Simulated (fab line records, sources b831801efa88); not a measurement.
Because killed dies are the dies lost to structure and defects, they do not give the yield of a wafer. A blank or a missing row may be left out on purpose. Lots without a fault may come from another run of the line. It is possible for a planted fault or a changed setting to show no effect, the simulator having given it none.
Struck lot and sound lot, side by side + flow gf180mcu + 21 out of 602 route steps
Sound: wafers L933.2, L933.4, L933.5. Wafers struck: L943.1, L943.3, L943.6. The cause is given at the end.
Each step with rows lists, per side, the tool, then ch with its chambers, then its first start. Under that, the readings that differ: sound wafers + struck wafers + difference of the means + sigmas: that difference in standard deviations of wafers without a fault.
alike: a reading whose means differ by less than 2 such deviations, as well as words and numbers matching on both sides. not compared: withheld readings; readings where some wafer has no value; bounds like >300 that might hide an equal value; numbers whose values overlap and for which the record gives no deviation.
A row with sigmas, a row that says differs or no value, or rows on one side alone: a step with any of these is where the two part. Numbers that don't overlap but have no deviation are shown without sigmas and don't part them. Lack of a reading on every wafer of one side parts them only where that side has two or more wafers.

first, 2 steps without rows for these wafers: GF_M2_CLEAN_19 (cleans in DIW); GF_V2_CVD_00 (deposits SiO2, target thk 600 nm, time 100 s).
GF_V2_THK_MEAS_01:
  sound: filmMetro-02 at day 22 12:29; struck: filmMetro-04 at day 26 00:11
  alike: V2_CVD_00_THK
GF_V2_CVD_02: deposits SiO2 from TEOS, target thk 850 nm, time 94.851 s.
  sound on pecvd-04 ch 0,2, day 22 12:32; struck on pecvd-04 ch 0,1,2, day 26 00:15
  alike: heaterPowerW
GF_V2_THK_MEAS_03:
  sound: filmMetro-02 at day 22 12:37; struck: filmMetro-01 at day 26 00:19
  alike: V2_CVD_02_THK
GF_V2_CMP_04: polishes SiO2.
  sound on cmp-01 ch 1,2,3, day 22 12:49; struck on cmp-02 ch 2,3, day 26 00:23
  alike: motorCurrentA, timeToEndpointS
GF_V2_BOW_MEAS_05:
  sound: filmMetro-02 at day 22 13:14; struck: filmMetro-01 at day 26 00:41
  alike: V2_BOW
then, 5 steps without rows for these wafers: GF_V2_DEHYDRATE_06 (time 60 s); GF_V2_HMDS_07 (prime time 60 s); GF_V2_COAT_08; GF_V2_COAT_09 (resist thk 1000 nm); GF_V2_SOFTBAKE_10 (time 60 s).
GF_V2_EXPOSE_11: exposes mask Via2, target cd 260 nm.
  sound on krfScanner-02 ch 0, day 23 01:19; struck on krfScanner-01 ch 0, day 26 11:23
| reading           | sound             | struck            | difference | sigmas |
|-------------------|-------------------|-------------------|------------|--------|
| exposureDoseMJCm2 | 37.96 37.98 37.96 | 38.46 38.39 38.41 | +0.45      | +12    |
  alike: mask
then, 2 steps without rows for these wafers: GF_V2_PEB_12 (peb time 90 s); GF_V2_DEVELOP_13 (develop time 60 s).
GF_V2_CD_MEAS_14: the cd target is 260 nm.
  sound: cdSem-01 at day 23 12:23; struck: cdSem-01 at day 26 21:35
  alike: cdNm
GF_V2_OVL_MEAS_15:
  sound: overlay-01 at day 23 12:30; struck: overlay-02 at day 26 21:42
  alike: V2_OVL
GF_V2_ETCH_16: etches BARC in N2/H2.
  sound on rieDiel-03 ch 0,1,2, day 23 12:32; struck on rieDiel-03 ch 0,1,3, day 26 21:44
| reading            | sound             | struck            | difference | sigmas |
|--------------------|-------------------|-------------------|------------|--------|
| model.V2.cdNm (nm) | 259.4 260.4 260.5 | 260.8 261.1 261.4 | +1.0       |        |
  alike: drypumpMotorCurrentA, oesProductAu, throttleValvePct
GF_V2_ETCH_17: etches SiO2 in C4F8/O2/Ar, stops on TiN, target depth 630 nm.
  sound: rieDiel-03 ch 0,1,2; struck: rieDiel-03 ch 0,1,3
| reading            | sound             | struck            | difference | sigmas |
|--------------------|-------------------|-------------------|------------|--------|
| model.V2.cdNm (nm) | 258.7 260.6 259.8 | 261.7 261.3 261.8 | +1.9       |        |
  alike: oesProductAu
GF_V2_STRIP_18: strips in O2/N2.
  sound on plasmaAsher-03 ch 0, day 23 12:40; struck on plasmaAsher-01 ch 0,1, day 26 21:52
  alike: drypumpMotorCurrentA, heaterPowerW, oesProductAu
  not compared: rfHoursCounterH
next, for these wafers, 1 step has no rows: GF_PASSIVATION_PROBE_99.

WHERE THEY PART
At GF_V2_EXPOSE_11 and nowhere else, as far as this record goes. Later steps at which nothing parts them and some readings are alike: GF_V2_CD_MEAS_14, GF_V2_OVL_MEAS_15, GF_V2_ETCH_16, GF_V2_ETCH_17, GF_V2_STRIP_18.

WHY: the cause the simulator had injected
Process parameters drifting: krfScanner-01 at GF_V2_EXPOSE_11, beginning at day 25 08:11. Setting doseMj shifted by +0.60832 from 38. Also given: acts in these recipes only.
